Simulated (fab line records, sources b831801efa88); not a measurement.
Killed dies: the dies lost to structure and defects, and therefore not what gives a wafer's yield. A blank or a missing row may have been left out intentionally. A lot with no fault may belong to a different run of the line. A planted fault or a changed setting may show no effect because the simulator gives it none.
fab line records	flow sky130
[record] lots = 7	wafers = 21	lastDay = 50
route steps=708 shown NWELL@77 PWDE@84 VT_ADJUST_HVTP@85
lots untouched by any fault: they come from a run of this same line in which no faults occurred
startH: the number of hours between the record's first day and the start of the first shown wafer of the lot	waitH: hours from the lot's prior step to this one	" as in the row above	L1.1+2: one row covering several wafers at once	- no value, or no start was given	* or withheld: withheld	< > ~ a bound
route shown NAME@n: NAME is a module with steps in the file, n the number in the route of the first one	usual: mean/standard deviation taken from wafers without a fault	same: alike in all rows	chamber/n: place in a boat	sites: each site's reading	_std_site: the values' standard deviation	_edge_site: the outer-site mean with the inner-site mean subtracted	radiusMm: how far each site lies from the wafer's centre	mask NAME#n: copy n	behind: tool/chamber where the wafer was last shaped	hold: cause of the lot's hold/its duration in hours/its outcome	device: names the non-switching transistor (n, p or np)	end of line: the same wafers' tests at the end of the route	for a step that has no rows: nothing shown but its recipe	killed: dies lost to structure and defects at the first sort, not the wafer's yield	map: a wafer's dies, marking killed ones x, the rest . and places with no die _
set.NAME: setting as actually run; set.NAME@STEP: the setting as run at that earlier step	model.NAME: the simulator's own value behind a step, which no gauge read
certain route steps with their lots: each step a table, each wafer a row
services: the hour from which a tool's chamber was out of use, counted from the record's first day as startH (under 0 if before that day), plus the number of hours and why
[[steps]]
[step SKY_NWELL_IMPLANT_24]
[recipe] species = B	energyKev = 140	doseCm2 = 9.2e+12	tiltDeg = withheld
[step SKY_NWELL_STRIP_25]
[recipe] chemistry = O2/N2	powerW = 1400	pressureMtorr = 1500	platenTempC = withheld	o2FlowSccm = 3000	n2FlowSccm = 300	overashFraction = 0.5
[usual] drypumpMotorCurrentA = 5.5/0.33	oesProductAu = 0.722/0.0042	stripTimeToEndpointS = 36.92/0.11
lot.wafer	tool	chamber	startH	waitH	drypumpMotorCurrentA	oesProductAu	rfHoursCounterH	stripTimeToEndpointS
L368.3	plasmaAsher-02	0	115.19	0.1	6.0	0.721	-	36.93
L368.4	"	1	"	"	5.0	0.721	-	36.91
L368.5	"	0	"	"	6.0	0.715	-	36.83
L373.2	plasmaAsher-02	1	155.11	0.1	5.0	0.713	51	36.85
L373.5	"	0	"	"	6.0	0.730	-	36.81
L373.6	"	1	"	"	5.0	0.728	-	36.91
L372.2	plasmaAsher-03	1	155.45	0.1	5.5	0.726	4	36.81
L372.5	"	1	"	"	5.5	0.717	-	36.79
L372.6	"	0	"	"	5.4	0.725	-	36.75
L376.2	plasmaAsher-03	0	162.14	0.1	5.4	0.723	5	36.88
L376.4	"	1	"	"	5.5	0.720	-	36.94
L376.5	"	1	"	"	5.5	0.721	-	36.84
L380.2	plasmaAsher-02	1	195.50	0.1	5.0	0.723	55	36.85
L380.3	"	1	"	"	5.0	0.714	-	36.86
L380.6	"	1	"	"	5.0	0.720	-	36.83
L382.2	plasmaAsher-01	1	220.74	0.1	5.9	0.725	41	37.12
L382.3	"	1	"	"	5.9	0.718	-	37.09
L382.4	"	0	"	"	5.5	0.723	-	37.08
L389.4	plasmaAsher-02	1	247.77	0.1	5.0	0.727	-	36.89
L389.5	"	1	"	"	5.0	0.723	-	36.86
L389.6	"	0	"	"	6.0	0.719	-	36.93
[step SKY_NWELL_TW_MEAS_26]
[usual] NWELL_2_TW = 496.6/2.4
lot.wafer	tool	chamber	startH	waitH	NWELL_2_TW
L368.3	filmMetro-01	-	115.28	0.1	497.7
L368.4	"	-	"	"	497.8
L368.5	"	-	"	"	501.1
L373.2	filmMetro-01	-	155.26	0.1	498.7
L373.5	"	-	"	"	496.7
L373.6	"	-	"	"	495.4
L372.2	filmMetro-01	-	155.77	0.3	497.1
L372.5	"	-	"	"	500.3
L372.6	"	-	"	"	497.1
L376.2	filmMetro-02	-	162.25	0.1	496.0
L376.4	"	-	"	"	497.5
L376.5	"	-	"	"	497.5
L380.2	filmMetro-03	-	195.61	0.1	495.4
L380.3	"	-	"	"	493.6
L380.6	"	-	"	"	492.6
L382.2	filmMetro-03	-	220.85	0.1	491.9
L382.3	"	-	"	"	494.3
L382.4	"	-	"	"	493.5
L389.4	filmMetro-02	-	247.87	0.1	498.9
L389.5	"	-	"	"	498.4
L389.6	"	-	"	"	500.1
[step SKY_NWELL_CLEAN_27]
[recipe] chemistry = SC1/SC2	mix = 1:4:20	tempC = 70	timeS = 150	dry = n2Spin
[step SKY_NWELL_RTA_28]
[recipe] tempC = 1050	timeS = 30	idleTempC = 650	rampUpCPerS = 150	rampDownCPerS = 90	ambient = N2
[usual] lampPowerPct = 25.30/0.051	wafer_temp_C_max = 1054.8/0.88
lot.wafer	tool	chamber	startH	waitH	lampPowerPct	wafer_temp_C_max
L368.3	rtpAnneal-01	0	115.40	0.0	25.27	1053.9
L368.4	"	0	"	"	25.21	1055.1
L368.5	"	0	"	"	25.19	1054.1
L373.2	rtpAnneal-02	0	155.38	0.0	25.29	1054.1
L373.5	"	0	"	"	25.35	1055.0
L373.6	"	0	"	"	25.33	1055.7
L372.2	rtpAnneal-01	0	155.88	0.0	25.32	1055.6
L372.5	"	0	"	"	25.25	1055.5
L372.6	"	0	"	"	25.24	1055.3
L376.2	rtpAnneal-01	0	162.38	0.0	25.39	1054.7
L376.4	"	0	"	"	25.34	1054.4
L376.5	"	0	"	"	25.29	1054.0
L380.2	rtpAnneal-02	0	195.73	0.0	25.31	1055.2
L380.3	"	0	"	"	25.26	1055.0
L380.6	"	0	"	"	25.29	1053.8
L382.2	rtpAnneal-02	0	220.96	0.0	25.27	1054.0
L382.3	"	0	"	"	25.26	1056.1
L382.4	"	0	"	"	25.25	1055.1
L389.4	rtpAnneal-01	0	248.00	0.1	25.21	1054.5
L389.5	"	0	"	"	25.38	1054.3
L389.6	"	0	"	"	25.30	1053.9
[step SKY_NWELL_RS_MEAS_29]
[recipe] thkMeasGauge = four-point-probe
[usual] NWELL_RS = 625.8/1.4
lot.wafer	tool	chamber	startH	waitH	NWELL_RS[ohm/sq]
L368.3	filmMetro-03	-	115.51	0.1	626.1
L368.4	"	-	"	"	625.9
L368.5	"	-	"	"	625.3
L373.2	filmMetro-02	-	155.48	0.1	627.7
L373.5	"	-	"	"	627.4
L373.6	"	-	"	"	626.4
L372.2	filmMetro-02	-	155.99	0.1	624.1
L372.5	"	-	"	"	623.5
L372.6	"	-	"	"	625.3
L376.2	filmMetro-03	-	162.57	0.2	625.9
L376.4	"	-	"	"	626.9
L376.5	"	-	"	"	628.4
L380.2	filmMetro-03	-	195.83	0.1	627.1
L380.3	"	-	"	"	628.7
L380.6	"	-	"	"	628.1
L382.2	filmMetro-02	-	221.07	0.1	625.3
L382.3	"	-	"	"	625.6
L382.4	"	-	"	"	623.9
L389.4	filmMetro-01	-	248.11	0.1	626.7
L389.5	"	-	"	"	625.3
L389.6	"	-	"	"	625.8
[step SKY_NWELL_RS_MEAS_31]
[recipe] thkMeasGauge = four-point-probe
[usual] PWDE_RS = 5227/22
lot.wafer	tool	chamber	startH	waitH	PWDE_RS[ohm/sq]
L368.3	filmMetro-03	-	115.75	0.1	5252
L368.4	"	-	"	"	5252
L368.5	"	-	"	"	5246
L373.2	filmMetro-02	-	155.72	0.1	5214
L373.5	"	-	"	"	5218
L373.6	"	-	"	"	5207
L372.2	filmMetro-02	-	156.23	0.1	5197
L372.5	"	-	"	"	5207
L372.6	"	-	"	"	5193
L376.2	filmMetro-03	-	162.81	0.1	5235
L376.4	"	-	"	"	5262
L376.5	"	-	"	"	5231
L380.2	filmMetro-03	-	196.07	0.1	5243
L380.3	"	-	"	"	5245
L380.6	"	-	"	"	5257
L382.2	filmMetro-02	-	221.31	0.1	5208
L382.3	"	-	"	"	5235
L382.4	"	-	"	"	5217
L389.4	filmMetro-01	-	248.35	0.1	5204
L389.5	"	-	"	"	5181
L389.6	"	-	"	"	5204
[step SKY_VT_ADJUST_HVTP_DEHYDRATE_00]
[recipe] tempC = 200	timeS = 60
[step SKY_VT_ADJUST_HVTP_HMDS_01]
[recipe] primeTimeS = 60	primeTempC = 120
[step SKY_VT_ADJUST_HVTP_COAT_02]
[recipe] resist = NOVOLAK	spinRpm = 2937	resistThkNm = 1140
[step SKY_VT_ADJUST_HVTP_SOFTBAKE_03]
[recipe] tempC = 90	timeS = 60	resist = NOVOLAK
[step SKY_VT_ADJUST_HVTP_EXPOSE_04]
[recipe] maskId = HVTPM	na = 0.6	sourceShape = conventional	sigmaOuter = 0.6	polarization = unpolarized	targetCdNm = 380	doseMj = 140
[usual] exposureDoseMJCm2 = 139.94/0.13	focusOffsetNm = -0.1/0.5	sigmaOuter = 0.6/0	stageVelMmS = 499.99/0.26
lot.wafer	tool	chamber	startH	waitH	mask	exposureDoseMJCm2	focusOffsetNm	sigmaOuter	stageVelMmS
L368.3	ilineStepper-02	0	123.89	-	HVTPM#0	139.93	-0.9	0.6	500.17
L368.4	"	0	"	"	HVTPM#0	139.82	-0.7	0.6	500.02
L368.5	"	0	"	"	HVTPM#0	140.03	-0.6	0.6	499.93
L373.2	ilineStepper-02	-	165.12	-	HVTPM#0	-	-	-	-
L373.5	"	-	"	"	HVTPM#0	-	-	-	-
L373.6	"	-	"	"	HVTPM#0	-	-	-	-
L372.2	ilineStepper-01	-	165.79	-	HVTPM#0	-	-	-	-
L372.5	"	-	"	"	HVTPM#0	-	-	-	-
L372.6	"	-	"	"	HVTPM#0	-	-	-	-
L376.2	ilineStepper-02	-	173.76	-	HVTPM#0	-	-	-	-
L376.4	"	-	"	"	HVTPM#0	-	-	-	-
L376.5	"	-	"	"	HVTPM#0	-	-	-	-
L380.2	ilineStepper-01	0	206.82	-	HVTPM#0	139.91	-0.9	0.6	499.62
L380.3	"	0	"	"	HVTPM#0	140.02	0.5	0.6	499.96
L380.6	"	0	"	"	HVTPM#0	140.02	-0.2	0.6	499.64
L382.2	ilineStepper-01	0	233.15	-	HVTPM#0	139.86	0.0	0.6	499.34
L382.3	"	0	"	"	HVTPM#0	140.05	-0.2	0.6	499.78
L382.4	"	0	"	"	HVTPM#0	139.77	0.5	0.6	499.36
L389.4	ilineStepper-01	0	260.11	-	HVTPM#0	139.96	0.4	0.6	499.90
L389.5	"	0	"	"	HVTPM#0	139.85	-0.8	0.6	500.14
L389.6	"	0	"	"	HVTPM#0	139.95	0.3	0.6	500.14
[step SKY_VT_ADJUST_HVTP_PEB_05]
[recipe] tempC = withheld	timeS = *	resist = NOVOLAK
[[services]]
tool	chamber	startH	hours	kind
plasmaAsher-03	-	108.75	9.0	pm
plasmaAsher-03	0	108.75	9.0	ventCycle
plasmaAsher-03	1	108.75	9.0	ventCycle
ilineStepper-01	-	116.61	8.9	pm
plasmaAsher-03	0	117.75	-	clean
plasmaAsher-03	1	117.75	-	clean
ilineStepper-02	-	125.70	4.4	pm
ilineStepper-02	0	134.32	-	calibration
plasmaAsher-01	-	145.14	5.5	repair
ilineStepper-02	-	158.26	1.7	pm
ilineStepper-01	-	185.73	1.7	pm
ilineStepper-02	-	200.25	0.9	repair
plasmaAsher-01	-	203.31	7.0	repair
plasmaAsher-02	-	226.00	17.2	repair
rtpAnneal-01	-	234.61	2.9	pm
[[key]]
[firstSign] step = SKY_VT_ADJUST_HVTP_EXPOSE_04	reading = toolRecord	direction = missing
effect none on later readings
metAt SKY_VT_ADJUST_HVTP_EXPOSE_04
struckWafers L372.2,L372.5,L372.6,L373.2,L373.5,L373.6,L376.2,L376.4,L376.5
sortLeftOut L372.2,L372.5,L372.6,L373.2,L373.5,L373.6,L376.2,L376.4,L376.5
testerLeftOut L372,L373,L376
onsetBetween 123.89 165.12
[fault] kind = skippedStepWhole	tool = ilineStepper-01,ilineStepper-02	chamber = -	onsetH = 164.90	steps = SKY_VT_ADJUST_HVTP_EXPOSE_04	scope = struckLotsOnly
// testerLeftOut: of these lots the tester's yield and bins aren't shown, on N5 and GAA mostly nor the transistor test; their killed dies are dies lost to structure and defects alone, not to doping, threshold or leakage, so they don't give the yield
// sortLeftOut: the simulated sort isn't trusted on such a fault, so these wafers' sort isn't shown, and their yield isn't known
